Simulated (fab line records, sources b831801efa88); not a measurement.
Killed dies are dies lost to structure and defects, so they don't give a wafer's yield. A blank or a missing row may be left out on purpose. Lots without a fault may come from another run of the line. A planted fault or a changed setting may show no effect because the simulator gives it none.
fab line records | flow sky130
record lots=6 wafers=18 last_day=50
route steps=708 shown VIA2@516
lots that met no fault: from a run of the same line without faults
start_h: hours from the record's first day to the start of the lot's first wafer shown | wait_h: hours since the lot's step before | " the same as in the row above | L1.1+2: a row that stands for several wafers | - no value, or no start given | * or withheld: withheld | < > ~ a bound
route shown NAME@n: a module of which the file shows steps, and the number in the route of the first | usual: mean/standard deviation of fault-free wafers | same: alike in all rows | chamber/n: place in a boat | sites: the reading at each site | _std_site: their standard deviation | _edge_site: outer sites' mean less inner sites' | radius_mm: how far each site lies from the wafer's centre | mask NAME#n: copy n | behind: the tool/chamber that last shaped the wafer | hold: why the lot was held/for how many hours/how that ended | device: the transistor (n, p or np) that didn't switch | end of line: the same wafers' tests at the end of the route | a step without rows: its recipe alone | killed: dies lost to structure and defects at the first sort, not the wafer's yield | map: a wafer's dies, x killed, . not, _ none there
set.NAME: the setting as run; set.NAME@STEP: as run at that earlier step | model.NAME: the simulator's own value behind a step, which no gauge read
lots at some steps of the route; a table a step, a row a wafer
services: from which hour (start_h, from the record's first day; less than 0 if before it) a tool's chamber was out of use, for how many hours, and why
## steps
# step SKY_VIA2_EXPOSE_09
# recipe mask_id=VIM2 na=0.8 source_shape=annular sigma_inner=0.55 sigma_outer=0.85 target_cd_nm=200 dose_mj=38.87
# step SKY_VIA2_PEB_10
# recipe peb_temp_c=withheld peb_time_s=withheld resist=KrF-thick
# step SKY_VIA2_DEVELOP_11
# recipe develop_time_s=60 resist=KrF-thick dev_temp_c=21
# step SKY_VIA2_CD_MEAS_12
# recipe target_cd_nm=200
# usual cd_nm=199.1/1.4
# columns lot.wafer tool chamber start_h wait_h cd_nm
L297.1 cd_sem-01 - 893.93 - 199.5
L297.2 " - " " 200.0
L297.6 " - " " 199.5
L302.3 cd_sem-01 - 928.77 - 200.8
L302.5 " - " " 201.1
L302.6 " - " " 199.8
L303.1 cd_sem-02 - 933.89 - 199.9
L303.2 " - " " 199.0
L303.6 " - " " 198.3
L304.4 cd_sem-01 - 943.40 - 198.2
L304.5 " - " " 201.0
L304.6 " - " " 200.2
L306.1 cd_sem-01 - 957.54 - 198.7
L306.2 " - " " 198.9
L306.6 " - " " 199.1
L312.1 cd_sem-02 - 998.59 - 198.7
L312.2 " - " " 199.0
L312.6 " - " " 200.0
# step SKY_VIA2_OVL_MEAS_13
# usual VIA2_OVL=-1/5.5
# columns lot.wafer tool chamber start_h wait_h VIA2_OVL[nm]
L297.1 overlay-01 - 894.08 0.1 1
L297.2 " - " " 7
L297.6 " - " " 1
L302.3 overlay-02 - 928.86 0.1 5
L302.5 " - " " 12
L302.6 " - " " 8
L303.1 overlay-01 - 934.01 0.1 -1
L303.2 " - " " -2
L303.6 " - " " -2
L304.4 overlay-02 - 943.47 0.1 -4
L304.5 " - " " 9
L304.6 " - " " 4
L306.1 overlay-02 - 957.66 0.1 -2
L306.2 " - " " 1
L306.6 " - " " 6
L312.1 overlay-01 - 998.71 0.1 -18
L312.2 " - " " -4
L312.6 " - " " -4
# step SKY_VIA2_ETCH_14
# recipe chemistry=N2/H2 target=BARC ion_energy_ev=200 source_w=500 bias_w=100 pressure_mtorr=30 n2_flow_sccm=100 h2_flow_sccm=200 stop_on=SiO2 time_s=45.9 target_depth_a=600
# usual chamber_pressure_mTorr=30.000/0.026 drypump_motor_current_A=5.71/0.29 oes_product_au=0.856/0.0047 throttle_valve_pct=13.226/0.0093
# columns lot.wafer tool chamber start_h wait_h chamber_pressure_mTorr drypump_motor_current_A oes_product_au rf_hours_counter_h throttle_valve_pct
L297.1 rie_diel-02 2 894.12 0.0 29.998 5.83 0.858 5 13.222
L297.2 " 3 " " 30.019 5.29 0.858 13 13.235
L297.6 " 3 " " 29.995 5.30 0.850 - 13.234
L302.3 rie_diel-01 2 928.89 0.0 29.996 5.46 0.856 6 13.228
L302.5 " 0 " " 30.053 5.52 0.851 - 13.209
L302.6 " 3 " " 30.002 6.04 0.850 - 13.204
L303.1 rie_diel-02 1 934.05 0.0 30.072 5.94 0.861 23 13.219
L303.2 " 2 " " 30.028 5.83 0.854 7 13.220
L303.6 " 2 " " 30.013 5.82 0.859 - 13.226
L304.4 rie_diel-01 2 943.51 0.0 29.985 5.48 0.864 - 13.228
L304.5 " 1 " " 29.975 6.23 0.848 - 13.235
L304.6 " 0 " " 29.967 5.52 0.857 - 13.219
L306.1 rie_diel-02 2 957.69 0.0 30.022 5.82 0.851 8 13.236
L306.2 " 1 " " 30.025 5.92 0.860 24 13.220
L306.6 " 3 " " 29.944 5.29 0.863 - 13.232
L312.1 rie_diel-04 0 998.74 0.0 30.009 5.65 0.851 11 13.238
L312.2 " 1 " " 29.990 5.67 0.858 23 13.225
L312.6 " 1 " " 30.039 5.69 0.854 - 13.210
# step SKY_VIA2_ETCH_15
# recipe target=SiO2 chemistry=C4F8/O2/Ar target_depth_nm=546 stop_on=TiN mask_material=KrF-thick source_w=1500 bias_w=1200 pressure_mtorr=40 c4f8_flow_sccm=withheld O2_flow_sccm=6 Ar_flow_sccm=300 time_s=84
# usual chamber_pressure_mTorr=40.00/0.036 oes_product_au=0.940/0.0044
# columns lot.wafer tool chamber start_h wait_h chamber_pressure_mTorr oes_product_au rf_hours_counter_h
L297.1 rie_diel-02 2 894.16 0.0 40.01 0.941 5
L297.2 " 3 " " 40.03 0.940 13
L297.6 " 3 " " 40.04 0.936 -
L302.3 rie_diel-01 2 928.93 0.0 39.98 0.933 6
L302.5 " 0 " " 40.05 0.945 -
L302.6 " 3 " " 40.00 0.940 -
L303.1 rie_diel-02 1 934.09 0.0 40.01 0.946 23
L303.2 " 2 " " 40.02 0.954 7
L303.6 " 2 " " 40.03 0.946 -
L304.4 rie_diel-01 2 943.56 0.0 39.92 0.938 -
L304.5 " 1 " " 39.97 0.939 -
L304.6 " 0 " " 39.98 0.944 -
L306.1 rie_diel-02 2 957.73 0.0 40.01 0.937 8
L306.2 " 1 " " 39.98 0.941 24
L306.6 " 3 " " 39.99 0.938 -
L312.1 rie_diel-04 0 998.78 0.0 39.94 0.950 11
L312.2 " 1 " " 39.98 0.946 23
L312.6 " 1 " " 40.02 0.943 -
# step SKY_VIA2_STRIP_16
# recipe chemistry=O2/N2 power_w=1400 pressure_mtorr=1500 platen_temp_c=withheld o2_flow_sccm=3000 n2_flow_sccm=300 overash_fraction=0.5
# usual chamber_pressure_mTorr=1500.1/1.4 drypump_motor_current_A=6.1/0.42 oes_product_au=0.399/0.0045 strip_time_to_endpoint_s=4.05/0.034
# columns lot.wafer tool chamber start_h wait_h chamber_pressure_mTorr drypump_motor_current_A oes_product_au rf_hours_counter_h strip_time_to_endpoint_s
L297.1 plasma_asher-04 1 894.22 0.0 1499.2 6.7 0.398 15 4.08
L297.2 " 0 " " 1498.6 5.4 0.396 15 4.08
L297.6 " 0 " " 1501.2 5.3 0.404 - 4.08
L302.3 plasma_asher-02 0 929.02 0.1 1498.0 5.5 0.402 - 4.02
L302.5 " 0 " " 1499.8 5.5 0.395 - 4.00
L302.6 " 1 " " 1503.5 6.0 0.403 - 4.02
L303.1 plasma_asher-03 0 934.16 0.0 1500.1 6.4 0.399 51 4.08
L303.2 " 1 " " 1499.5 6.4 0.400 51 4.10
L303.6 " 1 " " 1501.8 6.4 0.405 - 4.09
L304.4 plasma_asher-03 0 943.63 0.0 1499.6 6.4 0.392 - 4.04
L304.5 " 0 " " 1498.2 6.4 0.395 - 4.10
L304.6 " 1 " " 1501.2 6.4 0.400 - 4.00
L306.1 plasma_asher-03 0 957.80 0.0 1497.2 6.4 0.393 54 4.11
L306.2 " 1 " " 1499.1 6.4 0.397 54 4.11
L306.6 " 0 " " 1501.2 6.4 0.401 - 4.10
L312.1 plasma_asher-03 1 998.85 0.0 1500.7 6.4 0.403 58 4.04
L312.2 " 0 " " 1498.6 6.4 0.400 58 4.03
L312.6 " 1 " " 1500.8 6.4 0.400 - 4.01
# step SKY_VIA2_STRIP_17
# recipe chemistry=post_etch_residue_remover time_s=1200 temp_c=72.5
# step SKY_VIA2_CLEAN_18
# recipe chemistry=IPA time_s=180 temp_c=25
# step SKY_VIA2_CLEAN_19
# recipe chemistry=O3/DIW dry=n2_spin
# step SKY_VIA2_SPUTTER_20
# recipe material=TiN target_thk_nm=20 chamber_pressure_pa=5 power_w=4000 time_s=80
# usual throttle_valve_pct=30.0/1
# columns lot.wafer tool chamber start_h wait_h throttle_valve_pct
L297.1 pvd_sputter-02 - 894.81 0.0 29.8
L297.2 " - " " 30.8
L297.6 " - " " 30.8
L302.3 pvd_sputter-04 - 929.67 0.0 30.6
L302.5 " - " " 30.4
L302.6 " - " " 27.9
L303.1 pvd_sputter-04 - 934.75 0.0 30.9
L303.2 " - " " 27.9
L303.6 " - " " 30.4
L304.4 pvd_sputter-02 - 944.26 0.0 29.9
L304.5 " - " " 29.8
L304.6 " - " " 30.5
L306.1 pvd_sputter-04 - 958.82 0.0 27.8
L306.2 " - " " 30.7
L306.6 " - " " 30.6
L312.1 pvd_sputter-02 - 999.44 0.0 29.3
L312.2 " - " " 31.0
L312.6 " - " " 29.8
# step SKY_VIA2_CVD_21
# recipe material=W target_thk_nm=420 time_s=126.4 temp_c=400 pressure_torr=40
# usual chamber_pressure_Torr=40.00/0.081 heater_power_outer_w=493/32 heater_power_w=860/48
# columns lot.wafer tool chamber start_h wait_h chamber_pressure_Torr heater_power_outer_w heater_power_w since_wet_clean_h
L297.1 cvd_w-02 0 894.87 0.0 39.98 490 837 991
L297.2 " 1 " " 39.95 523 907 991
L297.6 " 0 " " 39.98 490 838 -
L302.3 cvd_w-02 0 929.78 0.1 40.02 464 820 -
L302.5 " 1 " " 40.14 482 847 -
L302.6 " 0 " " 40.10 446 793 -
L303.1 cvd_w-02 1 934.81 0.0 - - - -
L303.2 " 0 " " - - - -
L303.6 " 1 " " - - - -
L304.4 cvd_w-01 0 944.36 0.1 - - - -
L304.5 " 0 " " - - - -
L304.6 " 1 " " - - - -
L306.1 cvd_w-01 0 958.88 0.0 39.91 550 915 555
L306.2 " 1 " " 39.95 488 827 555
L306.6 " 1 " " 39.90 497 817 -
L312.1 cvd_w-01 1 999.50 0.0 40.13 489 835 596
L312.2 " 0 " " 39.99 558 953 596
L312.6 " 0 " " 40.01 545 931 -
# step SKY_VIA2_RS_MEAS_22
# recipe thk_meas_gauge=four-point-probe reads=W_of_VIA2_CVD_21+TiN_of_VIA2_SPUTTER_20
# usual VIA2_W_RS=0.272/0.0036
# columns lot.wafer tool chamber start_h wait_h VIA2_W_RS[ohm/sq]
L297.1 film_metro-01 - 895.00 0.1 0.272
L297.2 " - " " 0.267
L297.6 " - " " 0.273
L302.3 film_metro-04 - 929.91 0.1 0.279
L302.5 " - " " 0.272
L302.6 " - " " 0.280
L303.1 film_metro-01 - 934.94 0.1 58.833
L303.2 " - " " 58.341
L303.6 " - " " 57.850
L304.4 film_metro-01 - 944.51 0.1 57.857
L304.5 " - " " 58.194
L304.6 " - " " 59.075
L306.1 film_metro-04 - 959.01 0.1 0.270
L306.2 " - " " 0.272
L306.6 " - " " 0.271
L312.1 film_metro-03 - 999.63 0.1 0.273
L312.2 " - " " 0.271
L312.6 " - " " 0.272
# step SKY_VIA2_THK_MEAS_23
# recipe thk_meas_gauge=xrf reads=W_of_VIA2_CVD_21
# usual VIA2_W_THK=417/5.9
# columns lot.wafer tool chamber start_h wait_h VIA2_W_THK[nm]
L297.1 film_metro-01 - 895.12 0.1 413
L297.2 " - " " 422
L297.6 " - " " 412
L302.3 film_metro-04 - 930.01 0.1 404
L302.5 " - " " 413
L302.6 " - " " 401
L303.1 film_metro-01 - 935.06 0.1 <0
L303.2 " - " " -
L303.6 " - " " -
L304.4 film_metro-01 - 944.60 0.1 <0
L304.5 " - " " <0
L304.6 " - " " <0
L306.1 film_metro-04 - 959.13 0.1 417
L306.2 " - " " 416
L306.6 " - " " 416
L312.1 film_metro-03 - 999.75 0.1 414
L312.2 " - " " 420
L312.6 " - " " 416
# step SKY_VIA2_CMP_24
# recipe stop_on=SiO2 t_overpolish_s=20 down_force_psi=3.5 platen_rpm=60 target_thk_nm=0 pad_velocity_m_s=0.94248
# usual edge_zone_pressure_frac=1.001/0.0055 motor_current_A=10.6/1.3 time_to_endpoint_s=102/3.2
# columns lot.wafer tool chamber start_h wait_h edge_zone_pressure_frac motor_current_A time_to_endpoint_s
L297.1 cmp-01 0 895.23 0.1 0.998 11.6 103
L297.2 " 1 " " 1.007 8.9 106
L297.6 " 1 " " 1.015 9.8 102
L302.3 cmp-02 0 930.15 0.1 1.005 10.9 101
L302.6 " 2 " " 0.988 9.1 101
L302.5 " 3 " " 0.996 11.7 102
L303.2 cmp-01 1 935.24 0.2 0.999 9.7 3
L303.1 " 3 " " 1.000 8.9 4
L303.6 " 0 " " 1.003 12.6 3
L304.4 cmp-02 1 944.63 0.0 1.004 11.5 4
L304.5 " 1 " " 1.000 11.9 4
L304.6 " 2 " " 0.997 9.7 7
L306.1 cmp-02 3 959.19 0.1 1.002 11.9 103
L306.2 " 1 " " 1.004 11.6 102
L306.6 " 3 " " 1.013 12.6 106
L312.1 cmp-02 1 999.83 0.1 0.998 11.3 98
L312.2 " 3 " " 0.998 12.1 101
L312.6 " 1 " " 0.996 12.2 103
## services
# columns tool chamber start_h hours kind
plasma_asher-04 - 886.61 0.6 repair
rie_diel-02 0 898.36 15.9 repair
cvd_w-01 - 901.63 0.6 repair
plasma_asher-02 - 903.39 2.8 pm
cvd_w-02 - 904.00 14.0 pm
cvd_w-02 0 904.00 14.0 vent_cycle
cvd_w-02 1 904.00 14.0 vent_cycle
plasma_asher-04 - 910.85 0.7 repair
cmp-01 - 912.47 4.0 pm
cvd_w-02 0 918.00 - clean
cvd_w-01 - 919.61 1.2 repair
plasma_asher-04 - 926.31 28.1 pm
rie_diel-01 3 933.10 - clean
rie_diel-01 3 933.10 - consumable_replace:showerhead
rie_diel-01 3 933.10 21.2 scheduled_down
rie_diel-01 3 933.10 21.2 vent_cycle
rie_diel-04 3 939.69 2.0 repair
cmp-02 - 955.26 0.5 repair
cvd_w-01 1 974.28 2.7 repair
rie_diel-02 - 975.28 15.5 repair
cvd_w-01 - 977.76 2.4 repair
rie_diel-04 - 978.72 2.8 pm
cmp-01 - 980.17 2.3 repair
plasma_asher-04 - 991.30 8.7 repair
## key
first_sign step=SKY_VIA2_CVD_21 reading=tool_record direction=missing
effect step=SKY_VIA2_RS_MEAS_22 reading=VIA2_W_RS direction=up sigmas=99+ usual=0.272 struck=58.358
effect step=SKY_VIA2_THK_MEAS_23 reading=VIA2_W_THK direction=down sigmas=71 usual=417 struck=<0
effect step=SKY_VIA2_CMP_24 reading=time_to_endpoint_s direction=down sigmas=31 usual=* struck=*
met_at SKY_VIA2_CVD_21
struck_wafers L303.1,L303.2,L303.6,L304.4,L304.5,L304.6
later_rows_left_out L303.1,L303.2,L303.6,L304.4,L304.5,L304.6
sort_left_out L303.1,L303.2,L303.6,L304.4,L304.5,L304.6
onset_between 929.78 934.81
fault kind=skipped_step_whole tool=cvd_w-01,cvd_w-02 chamber=- onset_h=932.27 steps=SKY_VIA2_CVD_21 scope=struck_lots_only
# sort_left_out: the simulated sort isn't trusted on such a fault, so these wafers' sort isn't shown, and their yield isn't known
# later_rows_left_out: the simulator's readings of these wafers behind a module that went badly wrong aren't trusted and aren't shown, but for the sort
